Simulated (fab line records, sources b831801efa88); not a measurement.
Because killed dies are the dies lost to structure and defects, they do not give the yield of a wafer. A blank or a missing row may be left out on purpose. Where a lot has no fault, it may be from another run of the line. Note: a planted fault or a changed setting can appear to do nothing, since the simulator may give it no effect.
Problem report in the 8D (eight disciplines) form, filled by code    flow sky130    the parts of the form that need people (team, actions taken, sign-off) are left out

1. PROBLEM STATEMENT
At SKY_METAL3_COAT_07, spin_speed_rpm averages 2827.1 rpm over 6 wafers from 2 lots, while fault-free wafers read 2999.8 rpm, standard deviation 2.2. That puts it -79 standard deviations away from the usual mean.
The step: resist thk 60 nm.
The first sign was on wafer L835.2 at day 43 12:09, on litho_track-03. The record holds 18 wafers of 6 lots with a number at this step. Rule for "out" (also "out of limits"): further than 4 standard deviations from the usual mean. Any other wafer with a number is counted as sound.

2. WHAT THIS IS AND IS NOT
question                     is                      is not
which readings at this step  spin_speed_rpm          -
which lots                   L835, L836              L820, L833, L840, L841
which wafers of those lots   all that have a number  -
read on which tools          litho_track-03          litho_track-02, litho_track-04
when                         from day 43 12:09       up to then (6 sound wafers); but 6 sound wafers of L840, L841 came after

3. SUSPECTS, AND WHAT RULES EACH OUT
Counting: a tool at any process step up to the reading remains a suspect when it ran all the lots that are out and ran no sound lot after the first of those.
- plasma_asher-04 at SKY_CAPM_STRIP_14 (strips in O2/N2): ruled out as a lasting fault. After its first lot that is out, L835 (day 43 00:33), sound lots L840 ran on it.
- litho_track-03 at SKY_METAL3_COAT_07 (resist thk 60 nm): kept. It processed each lot that is out, first L835 at day 43 12:09, and no sound lot thereafter; up to then, the last sound lot it processed was L833 at day 43 01:54. On those wafers its own readings are out: spin_speed_rpm.
Remaining after the count: litho_track-03 at SKY_METAL3_COAT_07.

4. THE CAUSE (what the simulator had put in)
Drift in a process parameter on litho_track-03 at SKY_METAL3_COAT_07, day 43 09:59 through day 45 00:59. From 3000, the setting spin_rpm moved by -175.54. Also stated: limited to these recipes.
The count eliminated every tool but this one.

5. SEQUENCE OF EFFECTS, ordered by route
Each row: a reading where the mean over the struck wafers with a number is more than 3 standard deviations away from the usual. Only readings for which the record gives a usual standard deviation are gone through. hours: the time from each lot's start at the first step in this table that gives one to its start at this step, as a median over the lots. sigmas: the change in usual standard deviations.
hours  step                reading         usual       on struck wafers  change  sigmas
0      SKY_METAL3_COAT_07  spin_speed_rpm  2999.8 rpm  2827.1            -172.7  -79
Process steps it contains:
- SKY_METAL3_COAT_07: resist thk 60 nm.
Later steps that measure or inspect, where all struck wafers having a row at the step show a number for every such reading and not one has moved that far: SKY_METAL3_CD_MEAS_13, SKY_METAL3_OVL_MEAS_14.

6. HOW IT WOULD HAVE BEEN CAUGHT EARLIER
First out-of-limits reading in this record: day 43 12:09, which is 2 hours after fault onset at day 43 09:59.
